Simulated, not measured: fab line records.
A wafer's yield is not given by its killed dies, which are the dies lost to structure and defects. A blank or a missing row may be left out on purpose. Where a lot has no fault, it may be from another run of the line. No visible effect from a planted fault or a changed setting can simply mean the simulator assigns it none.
Chamber matching	flow sky130	SKY_VIA3_CMP_24 on cmp-02: 4 sister chambers
The step polishes, stops on SiO2, t overpolish 20 s, target thk 0 nm. 16 wafers are shown with their chamber, then 8 later ones without.

== EACH WAFER AND ITS CHAMBER ==
wafer	chamber	motor current A (A)	time to endpoint s (s)	overpolish run s (s)
L988.1	2	9.7	93	20.010
L988.2	1	10.7	93	19.998
L988.6	1	10.1	96	19.998
L990.2	3	9.1	97	20.002
L990.3	0	12.0	85	19.995
L990.4	1	10.1	96	19.992
L991.2	2	9.9	97	19.989
L991.4	1	10.0	92	20.004
L991.5	0	12.6	88	19.987
L997.1	3	9.4	95	20.010
L997.2	2	9.7	91	20.004
L997.6	1	10.4	90	19.991
L999.1	3	9.0	102	20.012
L999.4	1	11.1	97	19.985
L999.5	2	9.8	100	19.996
L105.1	3	9.8	93	19.985

SIGNATURES, as means of the wafers listed above
reading	chamber 0	chamber 1	chamber 2	chamber 3	scatter within a chamber
motor current A	12.300	10.400	9.775	9.325	0.355
time to endpoint s	86.50	94.00	95.25	96.75	3.37
overpolish run s	19.99100	19.99467	19.99975	20.00225	0.00895
Rule: distance of a wafer from a chamber = root of the sum over the readings of ((wafer's reading minus chamber's mean) / reading's scatter) squared. If the next closest chamber is less than 2 further off than the closest, the wafer can't be placed; otherwise it belongs to the closest. The scatter is the square root of a quotient: the sum, over the shown wafers, of each reading's squared deviation from its chamber's mean, divided by wafers minus chambers.

== WAFERS WITHOUT THEIR CHAMBER ==
wafer	motor current A (A)	time to endpoint s (s)	overpolish run s (s)
L105.2	10.2	93	20.000
L105.5	10.8	89	20.015
L108.1	10.1	99	19.987
L108.2	9.7	100	19.997
L108.6	10.0	96	20.011
L109.1	8.9	101	20.010
L109.2	10.5	96	19.996
L109.6	10.1	95	20.005

== EACH ONE'S CHAMBER ==
wafer	from the rows above	in truth
L105.2	can't be placed: 1 or 2 or 3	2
L105.5	can't be placed: 1 or 2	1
L108.1	can't be placed: 1 or 2 or 3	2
L108.2	can't be placed: 2 or 3 or 1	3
L108.6	can't be placed: 2 or 3 or 1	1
L109.1	can't be placed: 3 or 2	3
L109.2	can't be placed: 1 or 2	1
L109.6	can't be placed: 2 or 1 or 3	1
Placed correctly: 0 of 8. Not placeable from these rows: 8 (in 8, the candidates include the true chamber). Placed wrongly: 0.
